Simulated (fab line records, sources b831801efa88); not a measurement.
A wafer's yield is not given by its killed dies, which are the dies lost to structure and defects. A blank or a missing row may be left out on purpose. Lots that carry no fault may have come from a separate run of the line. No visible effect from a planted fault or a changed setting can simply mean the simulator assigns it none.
What tool caused it? -- flow sky130 -- 18 wafers from 6 lots sampled at 4 of the route's 708 steps

WHAT THE GAUGES SHOWED, per wafer
SKY_VIA2_THK_MEAS_01.
lot,measured,on,VIA2_HDPCVD_THK (nm)
L954,day 35 17:22,film metro-04,1195 1181 1177
L958,day 37 16:11,film metro-03,1172 1189 1169
L964,day 39 09:18,film metro-03,1158 1179 1171
L966,day 39 19:04,film metro-01,2348 2342 2360
L968,day 40 12:01,film metro-03,1159 1171 1165
L975,day 41 22:22,film metro-04,1174 1162 1158

WHAT TOOL EACH LOT RAN ON (gives the tool, then ch and the chambers of the sampled wafers, and finally the start)
lot,SKY_VIA1_CVD_21,SKY_METAL2_SPUTTER_00,SKY_VIA2_HDPCVD_00
L954,"cvd w-02 ch 0,1, day 34 12:14","pvd sputter-01, day 34 12:48","hdpcvd-01 ch 1,2, day 35 17:11"
L958,"cvd w-01 ch 0, day 36 13:04","pvd sputter-04, day 36 13:39","hdpcvd-01 ch 0,1,2, day 37 16:04"
L964,"cvd w-01 ch 1, day 38 05:38","pvd sputter-04, day 38 06:12","hdpcvd-02 ch 1,2, day 39 09:10"
L966,"cvd w-02 ch 0,1, day 38 15:58","pvd sputter-02, day 38 16:32","hdpcvd-01 ch 0,2, day 39 18:25"
L968,"cvd w-02 ch 0,1, day 39 09:31","pvd sputter-04, day 39 10:16","hdpcvd-02 ch 0,1, day 40 11:53"
L975,"cvd w-02 ch 0,1, day 40 21:56","pvd sputter-04, day 40 22:29","hdpcvd-02 ch 1,2, day 41 22:13"
- SKY_VIA1_CVD_21: deposits W, target thk 270 nm, time 80.902 s.
- SKY_METAL2_SPUTTER_00: material Ti, target thk 15 nm, time 10 s.
- SKY_VIA2_HDPCVD_00: deposits SiO2, target thk 1180 nm, time 196.7 s.

THE ANSWER, worked out from the rows above alone
Rule: usual is defined by the lots themselves. The widest of any qualifying gaps counts: lots, ordered by their means at a reading, are off when they make up no more than a third of the lots, leave a main group of 4 or more, and stand apart from it by 3 or more times the standard deviation of that group's means. The tables above print the reading to a certain number of digits; a main group whose means all agree to those digits is not used. A lot without any number at a reading at which 4 lots or more have one is off too. Where the step has rows for the other lots, those lots are counted as sound.
Off: L966, at SKY_VIA2_THK_MEAS_01 (VIA2_HDPCVD_THK). The main group: mean 1172 nm, standard deviation 7.5.
A tool fits if, at a process step before that reading, it ran every lot that is off, and no sound lot after the first of them. Gauges at SKY_VIA2_THK_MEAS_01: tried the same way as those tools. Can't be told from this: 3 tools fit, pvd sputter-02 at SKY_METAL2_SPUTTER_00, hdpcvd-01 at SKY_VIA2_HDPCVD_00, film metro-01 at SKY_VIA2_THK_MEAS_01.

WHAT THE SIMULATOR HAD INSERTED
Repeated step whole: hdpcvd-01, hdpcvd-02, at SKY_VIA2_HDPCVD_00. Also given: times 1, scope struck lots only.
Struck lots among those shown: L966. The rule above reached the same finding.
